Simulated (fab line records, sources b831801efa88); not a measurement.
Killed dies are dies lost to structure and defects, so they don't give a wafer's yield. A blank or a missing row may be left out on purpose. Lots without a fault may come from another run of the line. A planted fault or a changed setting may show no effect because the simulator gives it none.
Which tool did it? | flow sky130 | 12 lots, 36 wafers sampled, at 2 steps of a route of 708

WHAT THE GAUGES READ, wafer by wafer
SKY_VT_ADJUST_HVTP_CD_MEAS_07: target cd 380 nm. Usual: cd_nm 379.8 nm, standard deviation 2.5.
lot  | measured     | on        | cd_nm (nm)        | flag
L215 | day 7 04:47  | cd_sem-01 | 376.0 378.8 377.0 |
L216 | day 7 12:11  | cd_sem-02 | 380.2 376.1 379.1 |
L219 | day 8 05:36  | cd_sem-01 | 381.2 378.8 380.1 |
L220 | day 8 11:33  | cd_sem-02 | 379.1 375.6 378.8 |
L222 | day 8 23:41  | cd_sem-01 | 377.5 379.7 377.2 |
L225 | day 9 20:32  | cd_sem-02 | 378.4 381.6 379.5 |
L226 | day 10 02:19 | cd_sem-02 | 379.1 381.0 380.4 |
L229 | day 10 23:40 | cd_sem-02 | 380.0 380.3 380.6 |
L231 | day 11 10:19 | cd_sem-02 | 376.6 378.3 375.7 |
L233 | day 11 21:01 | cd_sem-01 | 377.7 376.4 376.2 |
L234 | day 12 05:21 | cd_sem-01 | 384.8 385.0 384.1 |
L235 | day 12 12:41 | cd_sem-02 | 384.4 384.8 383.1 |

SKY_VT_ADJUST_LVTN_OVL_MEAS_07. Usual: VT_ADJUST_LVTN_OVL -0.6 nm, standard deviation 1.1.
lot  | measured     | on         | VT_ADJUST_LVTN_OVL (nm) | flag
L215 | day 8 00:43  | overlay-01 | 0.4 -0.8 0.6            |
L216 | day 8 09:26  | overlay-02 | -0.9 -1.7 0.2           |
L219 | day 9 03:01  | overlay-02 | -1.2 0.1 -0.3           |
L220 | day 9 09:03  | overlay-01 | -1.4 -2.4 -2.1          |
L222 | day 9 21:34  | overlay-01 | 0.4 -0.3 0.0            |
L225 | day 10 20:17 | overlay-02 | 0.8 0.1 -0.2            |
L226 | day 11 02:04 | overlay-02 | -0.3 -0.9 -2.6          |
L229 | day 12 01:05 | overlay-01 | -2.0 -0.4 -0.8          |
L231 | day 12 11:55 | overlay-01 | -1.4 0.0 -1.3           |
L233 | day 12 22:24 | overlay-02 | 0.2 0.5 -0.5            |
L234 | day 13 08:07 | overlay-02 | -2.1 0.6 -0.4           |
L235 | day 13 15:13 | overlay-02 | -1.1 0.0 -1.1           |

WHICH TOOL RAN EACH LOT (tool, then ch and the chambers of the sampled wafers, then the start)
The record holds no process step before these readings.

WHAT THE TOOLS THEMSELVES READ (means of the sampled wafers that have a number; where no wafer has one, the mark that the record gives instead)
The record holds no such reading with a usual standard deviation.

THE ANSWER, worked out from the rows above alone
Rule: a lot is off if the mean of its wafers that have a number lies more than 3 standard deviations from the usual mean. A lot without any number at a reading at which 4 lots or more have one is off too. The other lots that the step has rows for count as sound. The gauges are gone through in route order, then the tools' own readings, and for those a lot's mean is taken as printed above. The first step at which some lot is off is used, and at that step the reading that is off furthest; a lot without a number counts as furthest.
No lot is off at any reading shown: from this, nothing can be told.

WHAT THE SIMULATOR HAD PUT IN
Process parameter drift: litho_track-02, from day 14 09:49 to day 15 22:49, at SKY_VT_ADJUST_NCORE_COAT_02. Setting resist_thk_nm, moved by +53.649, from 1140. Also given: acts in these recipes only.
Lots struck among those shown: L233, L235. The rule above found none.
